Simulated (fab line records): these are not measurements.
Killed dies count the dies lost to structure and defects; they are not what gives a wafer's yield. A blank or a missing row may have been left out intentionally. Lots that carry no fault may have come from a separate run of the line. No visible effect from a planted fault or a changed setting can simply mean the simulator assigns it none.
fab line records + flow sky130
record
- lots=13
- wafers=39
- last_day=51
route steps=708 shown SONOS_TUNNEL@162 POLY_CUT@318 METAL2@488 VIA2@510 PAD_OPEN@708
lots untouched by any fault: they come from a run of this same line in which no faults occurred
start_h: start of the lot's first displayed wafer, in hours after the record's first day + wait_h: how many hours have passed since the lot's step before this one + " the same as in the row above + L1.1+2: one row covering several wafers at once + - value missing, or start not given + * or withheld: withheld + < > ~ a bound
route shown NAME@n: a module of which the file shows steps, and the number in the route of the first + usual: average and standard deviation across the fault-free wafers + same: alike in all rows + chamber/n: place in a boat + sites: each site's reading + _std_site: their standard deviation + _edge_site: the outer-site mean with the inner-site mean subtracted + radius_mm: for every site, how far away it sits from the centre of the wafer + mask NAME#n: copy n + behind: the tool/chamber that last shaped the wafer + hold: cause of the lot's hold/its duration in hours/its outcome + device: whichever transistor did not switch (one of n, p or np) + end of line: tests of these same wafers at the route's end + where a step has no rows: the recipe by itself + killed: at the first sort, the dies lost to defects and structure; wafer yield is something else + map: a wafer's dies, marking killed ones x, the rest . and places with no die _
set.NAME: setting as actually run; set.NAME@STEP: the setting as run at that earlier step + model.NAME: the simulator's own value behind a step, which no gauge read
steps of the route over a sample of lots; a table a step, a row a wafer
services: when a tool's chamber went out of use (start_h, in hours from the record's first day, below 0 if earlier), for how many hours, and the reason
## steps
# step SKY_SONOS_TUNNEL_OVL_MEAS_08
# usual
- SONOS_TUNNEL_OVL=1.1/1.4
| lot.wafer | tool       | chamber | start_h | wait_h | SONOS_TUNNEL_OVL[nm] |
|-----------|------------|---------|---------|--------|----------------------|
| L906.1    | overlay-02 | -       | 265.16  | 0.1    | -0.6                 |
| L906.4    | "          | -       | "       | "      | 0.1                  |
| L906.5    | "          | -       | "       | "      | 1.4                  |
| L907.1    | overlay-01 | -       | 273.69  | 0.1    | 0.7                  |
| L907.2    | "          | -       | "       | "      | -0.5                 |
| L907.4    | "          | -       | "       | "      | 0.8                  |
| L908.3    | overlay-01 | -       | 284.69  | 0.1    | 0.6                  |
| L908.4    | "          | -       | "       | "      | 1.4                  |
| L908.5    | "          | -       | "       | "      | -0.4                 |
| L909.3    | overlay-02 | -       | 290.39  | 0.1    | -1.9                 |
| L909.4    | "          | -       | "       | "      | 0.7                  |
| L909.5    | "          | -       | "       | "      | 1.2                  |
| L911.2    | overlay-02 | -       | 301.16  | 0.1    | 2.9                  |
| L911.3    | "          | -       | "       | "      | 2.4                  |
| L911.6    | "          | -       | "       | "      | 1.6                  |
| L920.1    | overlay-02 | -       | 396.74  | 0.1    | 5.1                  |
| L920.3    | "          | -       | "       | "      | -0.1                 |
| L920.4    | "          | -       | "       | "      | 2.7                  |
| L921.2    | overlay-02 | -       | 397.41  | 0.1    | -1.9                 |
| L921.4    | "          | -       | "       | "      | -0.8                 |
| L921.5    | "          | -       | "       | "      | 0.0                  |
| L922.1    | overlay-02 | -       | 414.05  | 0.1    | 0.7                  |
| L922.4    | "          | -       | "       | "      | 1.6                  |
| L922.6    | "          | -       | "       | "      | 0.5                  |
| L923.1    | overlay-02 | -       | 417.30  | 0.1    | 4.8                  |
| L923.2    | "          | -       | "       | "      | 2.0                  |
| L923.6    | "          | -       | "       | "      | 1.5                  |
| L925.2    | overlay-02 | -       | 427.56  | 0.1    | -1.5                 |
| L925.4    | "          | -       | "       | "      | -2.7                 |
| L925.6    | "          | -       | "       | "      | -0.9                 |
| L924.1    | overlay-01 | -       | 429.07  | 0.1    | 2.8                  |
| L924.2    | "          | -       | "       | "      | 2.4                  |
| L924.3    | "          | -       | "       | "      | 1.8                  |
| L926.4    | overlay-02 | -       | 431.81  | 0.1    | 1.0                  |
| L926.5    | "          | -       | "       | "      | 1.0                  |
| L926.6    | "          | -       | "       | "      | 0.7                  |
| L927.1    | overlay-01 | -       | 437.29  | 0.1    | -0.3                 |
| L927.2    | "          | -       | "       | "      | 1.0                  |
| L927.5    | "          | -       | "       | "      | 2.2                  |
# step SKY_POLY_CUT_ETCH_11
# recipe
- target=Si3N4
- chemistry=CF4/CH2F2/Ar
- stop_on=poly-Si
- source_w=600
- bias_w=150
- pressure_mtorr=40
- cf4_flow_sccm=40
- ch2f2_flow_sccm=20
- Ar_flow_sccm=150
- time_s=42.5
- target_depth_a=600
# usual
- bias_w=150.0/0.49
- cf4_flow_sccm=39.99/0.12
- drypump_motor_current_A=5.6/0.46
- mfc_ar_sccm=150.1/0.46
- oes_product_au=0.829/0.007
- throttle_valve_pct=14.996/0.0089
| lot.wafer | tool        | chamber | start_h | wait_h | bias_w | cf4_flow_sccm | drypump_motor_current_A | mfc_ar_sccm | oes_product_au | rf_hours_counter_h | throttle_valve_pct |
|-----------|-------------|---------|---------|--------|--------|---------------|-------------------------|-------------|----------------|--------------------|--------------------|
| L906.1    | rie_diel-02 | 2       | 577.62  | 0.0    | 150.4  | 39.96         | 6.1                     | 150.1       | 0.824          | 26                 | 14.979             |
| L906.4    | "           | 1       | "       | "      | 149.3  | 39.87         | 6.1                     | 149.9       | 0.824          | 11                 | 14.990             |
| L906.5    | "           | 0       | "       | "      | 149.9  | 39.82         | 5.2                     | 149.7       | 0.828          | -                  | 14.986             |
| L907.1    | rie_diel-03 | 1       | 583.72  | 0.0    | 151.1  | 39.99         | 6.0                     | 149.5       | 0.831          | 69                 | 15.009             |
| L907.2    | "           | 2       | "       | "      | 150.4  | 40.03         | 5.9                     | 149.9       | 0.837          | 16                 | 15.002             |
| L907.4    | "           | 1       | "       | "      | 151.1  | 40.05         | 6.0                     | 150.6       | 0.831          | -                  | 14.983             |
| L908.3    | rie_diel-02 | 3       | 601.87  | 0.0    | 149.8  | 39.90         | 5.0                     | 150.1       | 0.826          | 2                  | 15.002             |
| L908.4    | "           | 0       | "       | "      | 150.4  | 40.06         | 5.2                     | 150.3       | 0.815          | 5                  | 14.983             |
| L908.5    | "           | 3       | "       | "      | 151.1  | 39.96         | 5.0                     | 150.1       | 0.827          | -                  | 14.990             |
| L909.3    | rie_diel-03 | 3       | 608.57  | 0.0    | -      | -             | -                       | -           | -              | -                  | -                  |
| L909.4    | "           | 1       | "       | "      | -      | -             | -                       | -           | -              | -                  | -                  |
| L909.5    | "           | 3       | "       | "      | -      | -             | -                       | -           | -              | -                  | -                  |
| L911.2    | rie_diel-02 | 1       | 620.75  | 0.0    | -      | -             | -                       | -           | -              | -                  | -                  |
| L911.3    | "           | 2       | "       | "      | -      | -             | -                       | -           | -              | -                  | -                  |
| L911.6    | "           | 2       | "       | "      | -      | -             | -                       | -           | -              | -                  | -                  |
| L920.1    | rie_diel-02 | 0       | 716.82  | 0.0    | 149.9  | 39.98         | 5.2                     | 150.8       | 0.830          | 8                  | 14.994             |
| L920.3    | "           | 3       | "       | "      | 150.2  | 39.82         | 5.0                     | 150.3       | 0.841          | 5                  | 14.993             |
| L920.4    | "           | 1       | "       | "      | 150.3  | 40.18         | 6.1                     | 150.7       | 0.825          | 14                 | 14.986             |
| L921.2    | rie_diel-02 | 0       | 717.82  | 0.0    | 149.6  | 39.90         | 5.1                     | 150.3       | 0.839          | 8                  | 15.000             |
| L921.4    | "           | 1       | "       | "      | 149.9  | 40.13         | 6.1                     | 151.0       | 0.838          | 14                 | 14.994             |
| L921.5    | "           | 2       | "       | "      | 149.7  | 40.24         | 6.2                     | 150.2       | 0.834          | -                  | 14.996             |
| L922.1    | rie_diel-01 | 3       | 734.30  | 0.0    | 149.7  | 40.00         | 5.1                     | 149.9       | 0.841          | 7                  | 14.989             |
| L922.4    | "           | 2       | "       | "      | 149.9  | 39.90         | 6.1                     | 150.8       | 0.841          | -                  | 14.998             |
| L922.6    | "           | 0       | "       | "      | 149.9  | 39.87         | 5.5                     | 150.3       | 0.833          | -                  | 15.012             |
| L923.1    | rie_diel-02 | 3       | 738.87  | 0.0    | 150.0  | 39.99         | 5.0                     | 149.7       | 0.827          | 6                  | 14.985             |
| L923.2    | "           | 2       | "       | "      | 150.1  | 39.85         | 6.1                     | 149.4       | 0.829          | 30                 | 14.987             |
| L923.6    | "           | 3       | "       | "      | 149.8  | 40.02         | 5.0                     | 150.2       | 0.835          | -                  | 14.984             |
| L924.1    | rie_diel-03 | 1       | 744.92  | 0.0    | 150.4  | 40.06         | 5.9                     | 150.1       | 0.829          | 2                  | 14.996             |
| L924.2    | "           | 3       | "       | "      | 150.2  | 40.03         | 6.2                     | 149.4       | 0.833          | 10                 | 14.987             |
| L924.3    | "           | 0       | "       | "      | 150.5  | 40.16         | 5.2                     | 150.0       | 0.835          | 3                  | 15.001             |
| L925.2    | rie_diel-03 | 3       | 749.05  | 0.0    | 149.8  | 39.99         | 6.2                     | 150.1       | 0.834          | 11                 | 14.993             |
| L925.4    | "           | 0       | "       | "      | 149.6  | 39.76         | 5.2                     | 151.1       | 0.828          | 3                  | 14.982             |
| L925.6    | "           | 0       | "       | "      | 150.0  | 39.81         | 5.2                     | 149.8       | 0.825          | -                  | 15.005             |
| L927.1    | rie_diel-02 | 3       | 754.20  | 0.0    | 150.8  | 40.02         | 5.0                     | 150.2       | 0.829          | 6                  | 15.007             |
| L927.2    | "           | 0       | "       | "      | 149.8  | 40.03         | 5.2                     | 149.8       | 0.820          | 9                  | 14.991             |
| L927.5    | "           | 1       | "       | "      | 150.5  | 40.11         | 6.1                     | 149.9       | 0.818          | -                  | 14.998             |
| L926.4    | rie_diel-01 | 0       | 756.47  | 0.0    | 149.8  | 40.04         | 5.5                     | 150.3       | 0.835          | -                  | 15.005             |
| L926.5    | "           | 3       | "       | "      | 149.7  | 39.84         | 5.1                     | 150.6       | 0.838          | -                  | 14.991             |
| L926.6    | "           | 2       | "       | "      | 149.3  | 39.98         | 6.1                     | 150.4       | 0.835          | -                  | 15.002             |
# step SKY_METAL2_RS_MEAS_05
# recipe
- thk_meas_gauge=four-point-probe
- reads=TiN_of_METAL2_SPUTTER_04+Ti_of_METAL2_SPUTTER_03+AlCu_of_METAL2_SPUTTER_02+TiN_of_METAL2_SPUTTER_01+Ti_of_METAL2_SPUTTER_00
# usual
- METAL2_ALCU_RS=0.1268/0.0012
| lot.wafer | tool          | chamber | start_h | wait_h | METAL2_ALCU_RS[ohm/sq] |
|-----------|---------------|---------|---------|--------|------------------------|
| L906.1    | film_metro-03 | -       | 815.13  | 0.0    | 0.1258                 |
| L906.4    | "             | -       | "       | "      | 0.1267                 |
| L906.5    | "             | -       | "       | "      | 0.1267                 |
| L907.1    | film_metro-04 | -       | 819.13  | 0.0    | 0.1270                 |
| L907.2    | "             | -       | "       | "      | 0.1280                 |
| L907.4    | "             | -       | "       | "      | 0.1289                 |
| L908.3    | film_metro-03 | -       | 833.94  | 0.1    | 0.1267                 |
| L908.4    | "             | -       | "       | "      | 0.1273                 |
| L908.5    | "             | -       | "       | "      | 0.1274                 |
| L920.1    | film_metro-03 | -       | 935.40  | 0.0    | 0.1274                 |
| L920.3    | "             | -       | "       | "      | 0.1278                 |
| L920.4    | "             | -       | "       | "      | 0.1264                 |
| L921.2    | film_metro-03 | -       | 940.17  | 0.0    | 0.1280                 |
| L921.4    | "             | -       | "       | "      | 0.1280                 |
| L921.5    | "             | -       | "       | "      | 0.1268                 |
| L922.1    | film_metro-04 | -       | 954.02  | 0.0    | 0.1268                 |
| L922.4    | "             | -       | "       | "      | 0.1265                 |
| L922.6    | "             | -       | "       | "      | 0.1275                 |
| L923.1    | film_metro-04 | -       | 959.67  | 0.0    | 0.1268                 |
| L923.2    | "             | -       | "       | "      | 0.1259                 |
| L923.6    | "             | -       | "       | "      | 0.1266                 |
| L924.1    | film_metro-04 | -       | 965.44  | 0.0    | 0.1242                 |
| L924.2    | "             | -       | "       | "      | 0.1251                 |
| L924.3    | "             | -       | "       | "      | 0.1260                 |
| L925.2    | film_metro-04 | -       | 967.60  | 0.0    | 0.1266                 |
| L925.4    | "             | -       | "       | "      | 0.1278                 |
| L925.6    | "             | -       | "       | "      | 0.1258                 |
| L927.1    | film_metro-04 | -       | 970.92  | 0.0    | 0.1261                 |
| L927.2    | "             | -       | "       | "      | 0.1280                 |
| L927.5    | "             | -       | "       | "      | 0.1269                 |
| L926.4    | film_metro-01 | -       | 974.32  | 0.1    | 0.1257                 |
| L926.5    | "             | -       | "       | "      | 0.1259                 |
| L926.6    | "             | -       | "       | "      | 0.1253                 |
# step SKY_VIA2_BOW_MEAS_03
# recipe
- mode=bow
# usual
- VIA2_BOW=88/8
| lot.wafer | tool          | chamber | start_h | wait_h | VIA2_BOW[um] |
|-----------|---------------|---------|---------|--------|--------------|
| L906.1    | film_metro-02 | -       | 842.92  | 0.1    | 85           |
| L906.4    | "             | -       | "       | "      | 80           |
| L906.5    | "             | -       | "       | "      | 69           |
| L907.1    | film_metro-01 | -       | 846.70  | 0.2    | 89           |
| L907.2    | "             | -       | "       | "      | 97           |
| L907.4    | "             | -       | "       | "      | 95           |
| L908.3    | film_metro-03 | -       | 862.30  | 0.2    | 72           |
| L908.4    | "             | -       | "       | "      | 81           |
| L908.5    | "             | -       | "       | "      | 101          |
| L920.1    | film_metro-02 | -       | 961.75  | 0.2    | 95           |
| L920.3    | "             | -       | "       | "      | 95           |
| L920.4    | "             | -       | "       | "      | 76           |
| L921.2    | film_metro-02 | -       | 966.44  | 0.2    | 76           |
| L921.4    | "             | -       | "       | "      | 97           |
| L921.5    | "             | -       | "       | "      | 72           |
| L922.1    | film_metro-01 | -       | 980.59  | 0.1    | 87           |
| L922.4    | "             | -       | "       | "      | 84           |
| L922.6    | "             | -       | "       | "      | 92           |
| L923.1    | film_metro-01 | -       | 985.52  | 0.2    | 95           |
| L923.2    | "             | -       | "       | "      | 95           |
| L923.6    | "             | -       | "       | "      | 82           |
| L924.1    | film_metro-03 | -       | 991.46  | 0.2    | 75           |
| L924.2    | "             | -       | "       | "      | 94           |
| L924.3    | "             | -       | "       | "      | 84           |
| L925.2    | film_metro-01 | -       | 993.96  | 0.2    | 81           |
| L925.4    | "             | -       | "       | "      | 81           |
| L925.6    | "             | -       | "       | "      | 85           |
| L927.1    | film_metro-03 | -       | 997.24  | 0.2    | 94           |
| L927.2    | "             | -       | "       | "      | 89           |
| L927.5    | "             | -       | "       | "      | 87           |
| L926.4    | film_metro-02 | -       | 999.86  | 0.2    | 89           |
| L926.5    | "             | -       | "       | "      | 81           |
| L926.6    | "             | -       | "       | "      | 90           |
# step SKY_PAD_OPEN_PROBE_99
# usual
- killed_at_M0_to_M3=44/7.4
- killed_at_M4_up=3.1/1.8
- killed_at_contacts=25/6
- killed_at_front_end=15/4.4
- killed_at_other=0.3/0.49
- killed_dies=88/10
- killed_on_rim=17/3.6
- killed_open=48/7.4
- killed_short=39/6.3
# same
- gross_dies=492
- killed_at_back_side=0
| lot.wafer | tool      | chamber | start_h | wait_h | killed_at_M0_to_M3 | killed_at_M4_up | killed_at_contacts | killed_at_front_end | killed_at_other | killed_dies | killed_on_rim | killed_open | killed_short |
|-----------|-----------|---------|---------|--------|--------------------|-----------------|--------------------|---------------------|-----------------|-------------|---------------|-------------|--------------|
| L909.3    | prober-01 | -       | 1118.10 | 0.2    | 51                 | 3               | 15                 | 423                 | 0               | 492         | 96            | 46          | 34           |
| L909.4    | prober-01 | -       | 1118.15 | 0.2    | 58                 | 3               | 16                 | 415                 | 0               | 492         | 96            | 49          | 41           |
| L909.5    | prober-01 | -       | 1118.20 | 0.2    | 34                 | 2               | 18                 | 438                 | 0               | 492         | 96            | 32          | 35           |
| L911.2    | prober-02 | -       | 1124.60 | 0.1    | 46                 | 5               | 29                 | 412                 | 0               | 492         | 96            | 46          | 44           |
| L911.3    | prober-02 | -       | 1124.65 | 0.2    | 39                 | 2               | 23                 | 428                 | 0               | 492         | 96            | 39          | 34           |
| L911.6    | prober-02 | -       | 1124.80 | 0.2    | 38                 | 2               | 25                 | 427                 | 0               | 492         | 96            | 43          | 31           |
| L920.1    | prober-01 | -       | 1184.65 | 0.1    | 41                 | 5               | 21                 | 13                  | 0               | 80          | 19            | 46          | 34           |
| L920.3    | prober-01 | -       | 1184.75 | 0.2    | 47                 | 4               | 25                 | 18                  | 0               | 94          | 15            | 47          | 47           |
| L920.4    | prober-01 | -       | 1184.80 | 0.2    | 49                 | 4               | 24                 | 29                  | 0               | 106         | 19            | 55          | 51           |
| L924.1    | prober-01 | -       | 1207.12 | 0.1    | 49                 | 0               | 28                 | 13                  | 1               | 91          | 16            | 51          | 40           |
| L924.2    | prober-01 | -       | 1207.17 | 0.1    | 39                 | 1               | 25                 | 23                  | 1               | 89          | 21            | 52          | 37           |
| L924.3    | prober-01 | -       | 1207.22 | 0.2    | 35                 | 2               | 24                 | 9                   | 0               | 70          | 19            | 34          | 36           |
# killed by level:class
L909.3 POLY_CUT:area_etch=412 VIA1:geometric_particle:open=12 VIA2:geometric_particle:open=11 METAL1:geometric_particle:short=7 POLY_GATE:geometric_particle:short=5 CONTACT:geometric_particle:open=5 LI_CONTACT:geometric_particle:open=5 VIA1:geometric_particle:short=4
L909.4 POLY_CUT:area_etch=402 VIA1:geometric_particle:open=14 VIA2:geometric_particle:open=10 VIA1:geometric_particle:short=7 METAL2:geometric_particle:short=7 VIA3:geometric_particle:open=7 CONTACT:geometric_particle:open=6 FIELD_ISO:geometric_particle:short=3
L909.5 POLY_CUT:area_etch=425 VIA1:geometric_particle:open=9 CONTACT:geometric_particle:open=8 METAL1:geometric_particle:short=4 VIA1:geometric_particle:short=4 VIA3:geometric_particle:short=4 VIA3:geometric_particle:open=4 FIELD_ISO:geometric_particle:open=3
L911.2 POLY_CUT:area_etch=402 VIA1:geometric_particle:open=9 LI_CONTACT:geometric_particle:open=8 CONTACT:geometric_particle:open=8 VIA2:geometric_particle:open=8 METAL2:geometric_particle:short=7 METAL1:geometric_particle:short=6 FIELD_ISO:geometric_particle:short=5
L911.3 POLY_CUT:area_etch=419 CONTACT:geometric_particle:open=10 VIA2:geometric_particle:open=7 LI_CONTACT:geometric_particle:open=6 METAL2:geometric_particle:short=6 VIA1:geometric_particle:short=5 VIA1:geometric_particle:open=5 VIA3:geometric_particle:open=5
L911.6 POLY_CUT:area_etch=418 VIA2:geometric_particle:open=10 CONTACT:geometric_particle:open=8 VIA1:geometric_particle:open=8 LI_CONTACT:geometric_particle:open=7 METAL2:geometric_particle:short=5 LOCAL_INTERCONNECT:geometric_particle:short=4 CONTACT:geometric_particle:short=4
L920.1 VIA1:geometric_particle:open=17 CONTACT:geometric_particle:open=7 LI_CONTACT:geometric_particle:open=5 VIA2:geometric_particle:open=5 VIA2:geometric_particle:short=5 LI_CONTACT:geometric_particle:short=4 LOCAL_INTERCONNECT:geometric_particle:short=4 METAL4:geometric_particle:short=4
L920.3 CONTACT:geometric_particle:open=9 LI_CONTACT:geometric_particle:open=8 METAL2:geometric_particle:short=8 VIA2:geometric_particle:open=8 VIA1:geometric_particle:open=7 FIELD_ISO:geometric_particle:open=5 FIELD_ISO:geometric_particle:short=5 VIA3:geometric_particle:short=5
L920.4 FIELD_ISO:geometric_particle:open=10 CONTACT:geometric_particle:open=10 VIA3:geometric_particle:open=8 VIA1:geometric_particle:open=8 FIELD_ISO:geometric_particle:short=6 METAL2:geometric_particle:short=6 VIA2:geometric_particle:open=6 LI_CONTACT:geometric_particle:open=5
L924.1 VIA1:geometric_particle:open=9 CONTACT:geometric_particle:open=9 VIA2:geometric_particle:open=8 METAL2:geometric_particle:short=7 CONTACT:geometric_particle:short=6 LI_CONTACT:geometric_particle:short=5 LI_CONTACT:geometric_particle:open=5 METAL1:geometric_particle:short=5
L924.2 CONTACT:geometric_particle:open=14 VIA1:geometric_particle:open=10 POLY_GATE:geometric_particle:open=8 VIA2:geometric_particle:open=6 METAL2:geometric_particle:short=5 POLY_GATE:geometric_particle:short=4 LI_CONTACT:geometric_particle:open=4 LOCAL_INTERCONNECT:geometric_particle:short=4
L924.3 METAL1:geometric_particle:short=10 LI_CONTACT:geometric_particle:open=9 CONTACT:geometric_particle:open=9 METAL2:geometric_particle:short=6 VIA1:geometric_particle:open=6 POLY_GATE:geometric_particle:open=4 VIA1:geometric_particle:short=3 METAL3:geometric_particle:short=3
## services
| tool        | chamber | start_h | hours | kind           |
|-------------|---------|---------|-------|----------------|
| rie_diel-01 | 1       | 554.02  | -     | clean          |
| rie_diel-01 | 1       | 554.02  | 21.4  | scheduled_down |
| rie_diel-01 | 1       | 554.02  | 21.4  | vent_cycle     |
| rie_diel-01 | 2       | 559.76  | 8.3   | repair         |
| rie_diel-03 | 0       | 582.51  | -     | clean          |
| rie_diel-03 | 0       | 582.51  | 14.5  | scheduled_down |
| rie_diel-03 | 0       | 582.51  | 14.5  | vent_cycle     |
| rie_diel-01 | 1       | 589.14  | 5.2   | repair         |
| rie_diel-02 | -       | 598.16  | 2.8   | pm             |
| rie_diel-03 | 1       | 621.13  | -     | clean          |
| rie_diel-03 | 1       | 621.13  | 23.3  | scheduled_down |
| rie_diel-03 | 1       | 621.13  | 23.3  | vent_cycle     |
| rie_diel-03 | -       | 657.81  | 14.6  | pm             |
| rie_diel-01 | 1       | 680.49  | 132.0 | repair         |
| rie_diel-01 | 3       | 694.55  | 10.0  | repair         |
| rie_diel-03 | -       | 697.02  | 11.9  | repair         |
| rie_diel-01 | 0       | 742.49  | 2.3   | repair         |
| rie_diel-03 | 0       | 756.45  | 5.8   | repair         |
## key
first_sign
- step=SKY_POLY_CUT_ETCH_11
- reading=tool_record
- direction=missing
effect
- step=SKY_PAD_OPEN_PROBE_99
- reading=killed_at_front_end
- direction=up
- sigmas=92
- usual=15
- struck=424
more_kills_born_at
- SKY_POLY_CUT_ETCH_11@rie_diel-03=1239
- SKY_POLY_CUT_ETCH_11@rie_diel-02=1239
met_at SKY_POLY_CUT_ETCH_11
struck_lots L909,L911
later_rows_left_out L909.3,L909.4,L909.5,L911.2,L911.3,L911.6
tester_left_out L909,L911
not_acting_at SKY_SONOS_TUNNEL_OVL_MEAS_08,SKY_METAL2_RS_MEAS_05,SKY_VIA2_BOW_MEAS_03
onset_between 601.87 608.57
fault
- kind=skipped_step_whole
- tool=rie_diel-02,rie_diel-03
- chamber=-
- onset_h=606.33
- steps=SKY_POLY_CUT_ETCH_11
- scope=struck_lots_only
# tester_left_out: of these lots the tester's yield and bins aren't shown, on N5 and GAA mostly nor the transistor test; their killed dies are dies lost to structure and defects alone, not to doping, threshold or leakage, so they don't give the yield
# later_rows_left_out: the simulator's readings of these wafers behind a module that went badly wrong aren't trusted and aren't shown, but for the sort
